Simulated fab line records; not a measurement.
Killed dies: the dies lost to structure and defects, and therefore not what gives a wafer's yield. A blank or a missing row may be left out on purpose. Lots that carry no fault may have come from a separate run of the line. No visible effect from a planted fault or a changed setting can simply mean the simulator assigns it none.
Code-filled problem report in 8D (eight disciplines) form | flow sky130 | the parts of the form that need people (team, actions taken, sign-off) are left out

## 1. THE ISSUE
SKY_PASSIVATION_ETCH_11, runLengthS: mean 181.9 s over 1 wafer from 1 lot; wafers with no fault: 189.6 s, standard deviation 0.6. That is -13 standard deviations from the usual mean.
The step: etches the open film in CF4/O2, stops on AlCu, target depth 725 nm, time 161.1 s.
The first sign was on wafer L769.2 at day 48 22:14, on rieDiel-02. The record holds 36 wafers of 12 lots with a number at this step. Rule for "out" (also "out of limits"): further than 4 standard deviations from the usual mean. All remaining wafers that have a number are taken as sound.

## 2. WHAT IT IS AND WHAT IT IS NOT
question                    | is                       | is not
which readings at this step | runLengthS, oesProductAu | drypumpMotorCurrentA, throttleValvePct
which lots                  | L769                     | L752, L754, L755, L757, L758, L759, L761, L762, L763, L765, L766
which wafers of those lots  | L769.2                   | L769.4, L769.6
read on which tools         | rieDiel-02               | rieDiel-01, rieDiel-03
when                        | from day 48 22:14        | up to then (35 sound wafers)

## 3. SUSPECTS, AND WHAT RULES EACH OUT
Counting: any tool at a process step up to the reading remains a suspect provided it ran every lot that is out. Sound lots after the first of them don't rule it out here, since some wafers of a struck lot are sound.
- pecvd-01 at SKY_PASSIVATION_CVD_00 (deposits SiO2, target thk 90 nm): kept. It processed L769, the lot that is out, at day 48 04:13, and its most recent sound lot before then was L766 at day 47 12:32.
- rieDiel-02 at SKY_PASSIVATION_ETCH_11 (etches the open film in CF4/O2, stops on AlCu, target depth 725 nm, time 161.1 s): kept. It processed L769, the lot that is out, at day 48 22:14, and its most recent sound lot before then was L765 at day 48 07:31. Out on those wafers are its own readings of oesProductAu, runLengthS.
- Within rieDiel-02 at SKY_PASSIVATION_ETCH_11: the wafers that are out ran in chamber 1; their sound lot-mates ran in chamber 3.
What counting leaves: pecvd-01 at SKY_PASSIVATION_CVD_00 and rieDiel-02 at SKY_PASSIVATION_ETCH_11.

## 4. THE CAUSE (what the simulator had put in)
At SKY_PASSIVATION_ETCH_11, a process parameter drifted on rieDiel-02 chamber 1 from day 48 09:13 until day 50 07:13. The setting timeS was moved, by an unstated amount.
2 suspects survive the count, and this tool is in that group.

## 5. THE CHAIN OF EFFECTS, in route order
One row per reading whose mean, taken over the struck wafers that have a number, lies over 3 standard deviations from the usual. Only readings for which the record gives a usual standard deviation are gone through. hours: the time from each lot's start at the first step in this table that gives one to its start at this step, as a median over the lots. sigmas: the change in usual standard deviations.
hours | step                    | reading      | usual      | on struck wafers | change | sigmas
0     | SKY_PASSIVATION_ETCH_11 | oesProductAu | 0.977 a.u. | 1.005            | +0.028 | +4.3
0     | SKY_PASSIVATION_ETCH_11 | runLengthS   | 189.6 s    | 181.9            | -7.7   | -13
It contains these process steps:
- SKY_PASSIVATION_ETCH_11: etches the open film in CF4/O2, stops on AlCu, target depth 725 nm, time 161.1 s.
Readings that are blank on the struck wafers while sound wafers have them: rfFwdPowerW at SKY_PASSIVATION_ETCH_11.
Later steps that measure or inspect, where all struck wafers having a row at the step show a number for every such reading and not one has moved that far: SKY_PAD_OPEN_BOW_MEAS_13.

## 6. WHAT WOULD HAVE CAUGHT IT SOONER
13 hours passed between the start of the fault at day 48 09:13 and the first reading out of limits in this record, taken at day 48 22:14.
